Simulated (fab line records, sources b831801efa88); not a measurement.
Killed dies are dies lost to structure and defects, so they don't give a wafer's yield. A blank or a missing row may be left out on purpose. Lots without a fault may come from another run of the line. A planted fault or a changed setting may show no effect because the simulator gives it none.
Which tool did it? | flow gf180mcu | 24 lots, 72 wafers sampled, at 6 steps of a route of 602

WHAT THE GAUGES READ, wafer by wafer
GF_M3_THK_MEAS_06: measures by xrf.
lot  | measured     | on            | M3_ALCU_THK (nm)
L074 | day 20 11:49 | film_metro-02 | 444 444 439
L075 | day 20 19:11 | film_metro-03 | 437 436 441
L076 | day 21 05:58 | film_metro-03 | 441 435 442
L077 | day 21 18:20 | film_metro-03 | 443 447 443
L078 | day 21 23:58 | film_metro-04 | 441 446 446
L079 | day 22 13:47 | film_metro-04 | 452 447 443
L080 | day 22 22:41 | film_metro-03 | 438 438 439
L081 | day 23 05:26 | film_metro-04 | 451 447 450
L082 | day 23 11:06 | film_metro-02 | 433 431 433
L083 | day 23 21:50 | film_metro-04 | 454 445 450
L084 | day 24 07:00 | film_metro-03 | 452 446 445
L085 | day 24 12:56 | film_metro-02 | 444 434 444
L086 | day 24 13:15 | film_metro-02 | 438 447 442
L087 | day 25 04:53 | film_metro-04 | 444 448 454
L088 | day 25 09:19 | film_metro-02 | 440 446 447
L089 | day 25 18:23 | film_metro-03 | 444 448 449
L090 | day 25 23:57 | film_metro-02 | 432 435 441
L091 | day 26 07:55 | film_metro-02 | 441 440 439
L092 | day 26 15:52 | film_metro-02 | 445 441 428
L093 | day 26 22:57 | film_metro-02 | 431 436 437
L094 | day 27 04:11 | film_metro-04 | 434 441 438
L095 | day 27 10:52 | film_metro-02 | 453 444 449
L096 | day 27 21:59 | film_metro-03 | 445 441 442
L097 | day 27 23:14 | film_metro-02 | 441 443 441

GF_M4_CD_MEAS_14: target cd 280 nm.
lot  | measured     | on        | cd_nm (nm)
L074 | day 23 13:28 | cd_sem-02 | 279.9 281.1 280.8
L075 | day 23 19:47 | cd_sem-02 | 281.2 280.4 280.9
L076 | day 24 07:20 | cd_sem-01 | 278.7 279.8 277.6
L077 | day 24 17:09 | cd_sem-02 | 280.0 280.5 279.4
L078 | day 24 22:50 | cd_sem-02 | 278.0 278.3 278.7
L079 | day 25 11:52 | cd_sem-02 | 279.2 279.9 279.8
L080 | day 25 19:50 | cd_sem-01 | 282.5 281.5 282.0
L081 | day 26 01:52 | cd_sem-02 | 281.1 280.7 281.6
L082 | day 26 07:23 | cd_sem-01 | 279.0 278.0 279.1
L083 | day 26 16:11 | cd_sem-02 | 279.8 280.6 281.5
L084 | day 27 01:55 | cd_sem-02 | 280.4 279.7 279.0
L085 | day 27 07:26 | cd_sem-01 | 278.2 279.6 280.6
L086 | day 27 07:07 | cd_sem-01 | 278.8 279.7 279.7
L087 | day 27 22:53 | cd_sem-02 | 281.1 281.4 279.2
L088 | day 28 01:40 | cd_sem-01 | 280.4 279.8 280.2
L089 | day 28 10:28 | cd_sem-02 | 280.1 280.9 280.3
L090 | day 28 15:40 | cd_sem-01 | 279.1 280.0 278.7
L091 | day 28 22:29 | cd_sem-01 | 282.2 281.9 283.5
L092 | day 29 06:05 | cd_sem-01 | 278.9 278.3 277.9
L093 | day 29 12:38 | cd_sem-01 | 279.6 279.1 279.1
L094 | day 29 16:55 | cd_sem-01 | 278.6 277.6 277.6
L095 | day 29 23:13 | cd_sem-02 | 276.8 278.0 278.0
L096 | day 30 10:34 | cd_sem-02 | 281.6 281.7 281.9
L097 | day 30 10:40 | cd_sem-01 | 281.7 280.7 281.1

WHICH TOOL RAN EACH LOT (tool, then ch and the chambers of the sampled wafers, then the start)
lot  | GF_STI_ETCH_14                  | GF_CONTACT_CVD_02               | GF_M2_STRIP_17                       | GF_V2_CMP_26
L074 | rie_si-01 ch 1,2,3, day 2 01:33 | pecvd-02 ch 0,1,2, day 15 07:10 | plasma_asher-04 ch 0,1, day 19 07:54 | cmp-01 ch 0,2,3, day 20 11:09
L075 | rie_si-01 ch 1,2,3, day 2 06:50 | pecvd-02 ch 1,2, day 15 13:10   | plasma_asher-01 ch 0,1, day 19 15:47 | cmp-02 ch 1,2,3, day 20 18:32
L076 | rie_si-01 ch 1,2,3, day 2 12:26 | pecvd-01 ch 0,1,2, day 15 23:51 | plasma_asher-04 ch 0,1, day 20 03:14 | cmp-01 ch 0,2,3, day 21 05:17
L077 | rie_si-02 ch 0,1,3, day 2 18:14 | pecvd-02 ch 0,1, day 16 11:01   | plasma_asher-01 ch 1, day 20 15:19   | cmp-01 ch 0,1,2, day 21 17:44
L078 | rie_si-01 ch 1,2, day 2 22:38   | pecvd-02 ch 0,1,2, day 16 16:27 | plasma_asher-01 ch 0,1, day 20 21:08 | cmp-01 ch 1,3, day 21 23:23
L079 | rie_si-02 ch 0,1,2, day 3 03:35 | pecvd-04 ch 0,2, day 17 05:22   | plasma_asher-03 ch 0,1, day 21 11:24 | cmp-01 ch 0,1,2, day 22 13:14
L080 | rie_si-02 ch 0,2,3, day 3 08:57 | pecvd-04 ch 1,2, day 17 15:54   | plasma_asher-01 ch 0,1, day 21 20:20 | cmp-02 ch 1,2, day 22 22:03
L081 | rie_si-01 ch 0,1, day 3 13:18   | pecvd-01 ch 0,2, day 17 21:47   | plasma_asher-03 ch 0,1, day 22 03:04 | cmp-02 ch 0,1,2, day 23 04:53
L082 | rie_si-01 ch 0,2, day 3 19:41   | pecvd-01 ch 1,2, day 18 03:11   | plasma_asher-04 ch 1, day 22 09:05   | cmp-01 ch 2,3, day 23 10:27
L083 | rie_si-01 ch 0,1, day 4 01:56   | pecvd-02 ch 0,2, day 18 14:44   | plasma_asher-04 ch 0,1, day 22 20:08 | cmp-01 ch 1,2,3, day 23 21:21
L084 | rie_si-01 ch 0,2, day 4 05:47   | pecvd-02 ch 0,2, day 19 00:56   | plasma_asher-04 ch 0,1, day 23 05:11 | cmp-01 ch 0,3, day 24 06:21
L085 | rie_si-02 ch 2,3, day 4 10:26   | pecvd-02 ch 1,2, day 19 06:12   | plasma_asher-04 ch 1, day 23 11:10   | cmp-02 ch 0,1,3, day 24 12:17
L086 | rie_si-01 ch 2,3, day 4 15:39   | pecvd-04 ch 0,1,2, day 19 07:59 | plasma_asher-04 ch 0,1, day 23 11:42 | cmp-02 ch 0,1, day 24 12:35
L087 | rie_si-02 ch 1,3, day 4 21:53   | pecvd-01 ch 0,1,2, day 19 23:34 | plasma_asher-01 ch 1, day 24 03:47   | cmp-02 ch 1,2,3, day 25 04:17
L088 | rie_si-02 ch 0,2,3, day 5 01:44 | pecvd-02 ch 0,1,2, day 20 06:58 | plasma_asher-03 ch 0,1, day 24 09:02 | cmp-01 ch 2,3, day 25 08:41
L089 | rie_si-01 ch 1,2,3, day 5 07:00 | pecvd-04 ch 0,1,2, day 20 17:28 | plasma_asher-01 ch 0,1, day 24 18:23 | cmp-01 ch 0,1,3, day 25 17:47
L090 | rie_si-01 ch 1,2,3, day 5 13:30 | pecvd-02 ch 0,1,2, day 20 22:29 | plasma_asher-04 ch 0,1, day 24 22:50 | cmp-01 ch 1,2,3, day 25 23:18
L091 | rie_si-02 ch 1,3, day 5 16:47   | pecvd-02 ch 0,2, day 21 06:30   | plasma_asher-03 ch 0, day 25 07:23   | cmp-02 ch 1,2,3, day 26 07:17
L092 | rie_si-01 ch 2,3, day 5 22:48   | pecvd-01 ch 0,2, day 21 16:56   | plasma_asher-01 ch 0,1, day 25 15:44 | cmp-01 ch 0,1, day 26 15:15
L093 | rie_si-02 ch 0,2,3, day 6 03:40 | pecvd-02 ch 0,2, day 22 01:06   | plasma_asher-04 ch 0,1, day 25 23:37 | cmp-02 ch 1,2,3, day 26 22:18
L094 | rie_si-02 ch 0,3, day 6 10:13   | pecvd-02 ch 0,1,2, day 22 05:57 | plasma_asher-03 ch 0,1, day 26 04:47 | cmp-02 ch 0,1,2, day 27 03:38
L095 | rie_si-01 ch 0,2,3, day 6 12:58 | pecvd-02 ch 0,1, day 22 13:31   | plasma_asher-01 ch 0, day 26 11:14   | cmp-02 ch 0,2, day 27 10:14
L096 | rie_si-01 ch 0,2,3, day 6 19:15 | pecvd-02 ch 0,1,2, day 23 03:59 | plasma_asher-01 ch 0,1, day 26 22:20 | cmp-02 ch 1,2, day 27 21:23
L097 | rie_si-01 ch 0,2,3, day 6 23:37 | pecvd-01 ch 0,1, day 23 04:31   | plasma_asher-03 ch 0,1, day 26 23:31 | cmp-01 ch 1,2, day 27 22:34
- GF_STI_ETCH_14: etches Si in HBr/Cl2/O2, target depth 360 nm, time 102.9 s.
- GF_CONTACT_CVD_02: deposits SiO2 from TEOS, target thk 860 nm, time 95.992 s.
- GF_M2_STRIP_17: strips in O2/N2.
- GF_V2_CMP_26: polishes, stops on SiO2, t overpolish 15 s, target thk 0 nm.

WHAT THE TOOLS THEMSELVES READ (means of the sampled wafers that have a number; where no wafer has one, the mark that the record gives instead)
GF_STI_ETCH_14.
lot  | tool      | drypump_motor_current_A (A) | mfc_cl2_sccm (sccm) | oes_product_au (a.u.) | throttle_valve_pct (%)
L074 | rie_si-01 | 5.6                         | 39.99               | 0.997                 | 25.663
L075 | rie_si-01 | 5.6                         | 39.97               | 0.994                 | 25.653
L076 | rie_si-01 | 5.6                         | 39.98               | 0.995                 | 25.662
L077 | rie_si-02 | 5.0                         | 40.07               | 0.998                 | 25.663
L078 | rie_si-01 | 5.6                         | 40.02               | 0.996                 | 25.663
L079 | rie_si-02 | 5.6                         | 40.00               | 0.994                 | 25.651
L080 | rie_si-02 | 5.6                         | 40.12               | 0.985                 | 25.657
L081 | rie_si-01 | 5.6                         | 39.99               | 1.005                 | 25.660
L082 | rie_si-01 | 5.3                         | 39.94               | 1.004                 | 25.661
L083 | rie_si-01 | 5.4                         | 39.87               | 1.006                 | 25.653
L084 | rie_si-01 | 5.3                         | 39.97               | 1.016                 | 25.644
L085 | rie_si-02 | 5.4                         | 40.17               | 0.998                 | 25.649
L086 | rie_si-01 | 5.5                         | 40.11               | 1.000                 | 25.653
L087 | rie_si-02 | 4.8                         | 39.95               | 0.990                 | 25.670
L088 | rie_si-02 | 5.5                         | 40.05               | 1.002                 | 25.662
L089 | rie_si-01 | 5.6                         | 40.10               | 1.001                 | 25.649
L090 | rie_si-01 | 5.5                         | 40.11               | 1.003                 | 25.657
L091 | rie_si-02 | 4.9                         | 39.88               | 1.001                 | 25.649
L092 | rie_si-01 | 5.4                         | 40.10               | 0.998                 | 25.660
L093 | rie_si-02 | 5.5                         | 40.03               | 0.993                 | 25.665
L094 | rie_si-02 | 4.9                         | 39.99               | 1.001                 | 25.645
L095 | rie_si-01 | 5.4                         | 40.09               | 1.001                 | 25.653
L096 | rie_si-01 | 5.4                         | 40.04               | 0.999                 | 25.664
L097 | rie_si-01 | 5.4                         | 40.11               | 0.997                 | 25.663

GF_CONTACT_CVD_02.
lot  | tool     | heater_power_w (W)
L074 | pecvd-02 | 770
L075 | pecvd-02 | 764
L076 | pecvd-01 | 656
L077 | pecvd-02 | 888
L078 | pecvd-02 | 789
L079 | pecvd-04 | 740
L080 | pecvd-04 | 726
L081 | pecvd-01 | 657
L082 | pecvd-01 | 680
L083 | pecvd-02 | 771
L084 | pecvd-02 | 777
L085 | pecvd-02 | 820
L086 | pecvd-04 | 651
L087 | pecvd-01 | 611
L088 | pecvd-02 | 815
L089 | pecvd-04 | 757
L090 | pecvd-02 | 782
L091 | pecvd-02 | 791
L092 | pecvd-01 | 575
L093 | pecvd-02 | 740
L094 | pecvd-02 | 791
L095 | pecvd-02 | 845
L096 | pecvd-02 | 749
L097 | pecvd-01 | 686

GF_M2_STRIP_17.
lot  | tool            | drypump_motor_current_A (A) | heater_power_w (W) | o2_flow_sccm (sccm) | oes_product_au (a.u.) | strip_time_to_endpoint_s (s)
L074 | plasma_asher-04 | 5.1                         | 385                | 2992                | 0.557                 | 7.89
L075 | plasma_asher-01 | 6.4                         | 381                | 2999                | 0.552                 | 7.79
L076 | plasma_asher-04 | 5.2                         | 390                | 2998                | 0.556                 | 7.88
L077 | plasma_asher-01 | 6.0                         | 320                | 3001                | 0.553                 | 7.83
L078 | plasma_asher-01 | 6.4                         | 385                | 3007                | 0.556                 | 7.87
L079 | plasma_asher-03 | 5.3                         | 338                | 3007                | 0.558                 | 7.89
L080 | plasma_asher-01 | 6.2                         | 347                | 2998                | 0.555                 | 7.84
L081 | plasma_asher-03 | 5.3                         | 336                | 2998                | 0.558                 | 7.92
L082 | plasma_asher-04 | 5.2                         | 434                | 2999                | 0.558                 | 7.88
L083 | plasma_asher-04 | 5.1                         | 394                | 3000                | 0.559                 | 7.91
L084 | plasma_asher-04 | 5.1                         | 395                | 2999                | 0.560                 | 7.93
L085 | plasma_asher-04 | 5.2                         | 431                | 2988                | 0.557                 | 7.84
L086 | plasma_asher-04 | 5.1                         | 341                | 3006                | 0.554                 | 7.78
L087 | plasma_asher-01 | 6.0                         | 316                | 3002                | 0.553                 | 7.80
L088 | plasma_asher-03 | 5.3                         | 336                | 2995                | 0.554                 | 7.85
L089 | plasma_asher-01 | 6.2                         | 351                | 3000                | 0.562                 | 7.95
L090 | plasma_asher-04 | 5.1                         | 340                | 3000                | 0.559                 | 7.88
L091 | plasma_asher-03 | 5.4                         | 340                | 2998                | 0.563                 | 7.87
L092 | plasma_asher-01 | 6.5                         | 381                | 3002                | 0.558                 | 7.87
L093 | plasma_asher-04 | 5.1                         | 347                | 3002                | 0.557                 | 7.88
L094 | plasma_asher-03 | 5.2                         | 335                | 3000                | 0.558                 | 7.82
L095 | plasma_asher-01 | 6.6                         | 412                | 2998                | 0.556                 | 7.85
L096 | plasma_asher-01 | 6.2                         | 346                | 2998                | 0.561                 | 7.92
L097 | plasma_asher-03 | 5.2                         | 337                | 3000                | 0.557                 | 7.85

GF_V2_CMP_26.
lot  | tool   | motor_current_A (A) | overpolish_run_s (s) | time_to_endpoint_s (s)
L074 | cmp-01 | 9.7                 | 15.005               | 86
L075 | cmp-02 | 11.5                | 15.001               | 84
L076 | cmp-01 | 9.7                 | 14.993               | 86
L077 | cmp-01 | 11.2                | 15.002               | 80
L078 | cmp-01 | 10.0                | 14.997               | 81
L079 | cmp-01 | 10.8                | 15.009               | 82
L080 | cmp-02 | 12.1                | 15.003               | 85
L081 | cmp-02 | 11.5                | 15.004               | 85
L082 | cmp-01 | 10.5                | 15.005               | 89
L083 | cmp-01 | 10.9                | 14.987               | 83
L084 | cmp-01 | 9.2                 | 15.000               | 80
L085 | cmp-02 | 11.3                | 15.002               | 84
L086 | cmp-02 | 11.9                | 15.003               | 88
L087 | cmp-02 | 11.0                | 15.000               | 80
L088 | cmp-01 | 10.1                | 14.990               | 83
L089 | cmp-01 | 10.2                | 15.001               | 81
L090 | cmp-01 | 10.8                | 15.007               | 87
L091 | cmp-02 | 11.2                | 15.002               | 85
L092 | cmp-01 | 9.8                 | 14.992               | 80
L093 | cmp-02 | 11.1                | 15.000               | 81
L094 | cmp-02 | 11.6                | 14.999               | 82
L095 | cmp-02 | 10.7                | 14.998               | 85
L096 | cmp-02 | 12.3                | 14.994               | 85
L097 | cmp-01 | 11.7                | 15.000               | 88

THE ANSWER, worked out from the rows above alone
Rule: what is usual is taken from the lots themselves. Put in order of their means at a reading, lots are off if they are a third of the lots or fewer, leave a main group of 4 or more, and stand apart from it by a gap of 3 or more times the standard deviation of the main group's means; of several such gaps the widest counts. A main group whose means are all the same, to the digits that the tables above print for the reading, isn't used. A lot without any number at a reading at which 4 lots or more have one is off too. The other lots that the step has rows for count as sound. The gauges are gone through in route order, then the tools' own readings, and for those a lot's mean is taken as printed above. The first step at which some lot is off is used, and at that step the reading that is off furthest; a lot without a number counts as furthest.
No lot is off at any reading shown: from this, nothing can be told.

WHAT THE SIMULATOR HAD PUT IN
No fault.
